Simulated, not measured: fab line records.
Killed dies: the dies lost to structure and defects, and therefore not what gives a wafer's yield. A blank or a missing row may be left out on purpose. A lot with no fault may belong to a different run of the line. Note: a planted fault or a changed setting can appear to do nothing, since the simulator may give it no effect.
Code-filled problem report in 8D (eight disciplines) form || flow sky130 || the parts of the form that need people (team, actions taken, sign-off) are left out

== 1. WHAT IS WRONG ==
Wafers without a fault read 15.000, standard deviation 0.0043; beam-energy-keV at SKY_LDD_LDN_IMPLANT_08 reads a mean of 19.951 on 9 wafers belonging to 3 lots. That is +99 or more standard deviations from the usual mean.
Earliest sighting: wafer L202.1 on implanter-01 at day 26 22:03. The record has a number at this step for 39 wafers belonging to 13 lots. Rule for "out", or "out of limits": more than 4 standard deviations from the usual mean. Any other wafer with a number is counted as sound.

== 2. WHAT IT IS, AND WHAT IT ISN'T ==
{"question": "which readings at this step", "is": "beam-energy-keV", "is not": "-"}
{"question": "which lots", "is": "L202, L203, L204", "is not": "L190, L192, L193, L194, L198, L200, L206, L210, L211, L212"}
{"question": "which wafers of those lots", "is": "all that have a number", "is not": "-"}
{"question": "read on which tools", "is": "implanter-01", "is not": "implanter-03, implanter-04"}
{"question": "when", "is": "from day 26 22:03", "is not": "up to then (18 sound wafers); but 12 sound wafers of L206, L210, L211, L212 came after"}

== 3. SUSPECTS, AND WHAT RULES EACH OUT ==
Counting: a tool at any process step up to the reading remains a suspect when it ran all the lots that are out and ran no sound lot after the first of those.
- implanter-01 at SKY_LDD_LDN_IMPLANT_08: kept. It processed each lot that is out, first L202 at day 26 22:03, and no sound lot thereafter; up to then, the last sound lot it processed was L200 at day 26 03:19. On those wafers its own readings are out: beam-energy-keV.
Remaining after the count: implanter-01 at SKY_LDD_LDN_IMPLANT_08.

== 4. THE CAUSE (what the simulator had put in) ==
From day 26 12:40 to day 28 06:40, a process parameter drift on implanter-01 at SKY_LDD_LDN_IMPLANT_08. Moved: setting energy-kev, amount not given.
Counting left only this tool.

== 5. SEQUENCE OF EFFECTS, ordered by route ==
Rows list readings where the struck wafers' mean (over those with a number) sits beyond 3 standard deviations from the usual. Only readings whose record carries a usual standard deviation are examined. hours: median over the lots of the time between each lot's start at the first step of this table that gives one and its start at this step. sigmas: the change, counted in usual standard deviations.
{"hours": 0, "step": "SKY_LDD_LDN_IMPLANT_08", "reading": "beam-energy-keV", "usual": 15.000, "on struck wafers": 19.951, "change": "+4.951", "sigmas": "+99 or more"}
It contains these process steps:
- SKY_LDD_LDN_IMPLANT_08

== 6. HOW IT WOULD HAVE BEEN CAUGHT EARLIER ==
9 hours passed between the start of the fault at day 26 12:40 and the first reading out of limits in this record, taken at day 26 22:03.
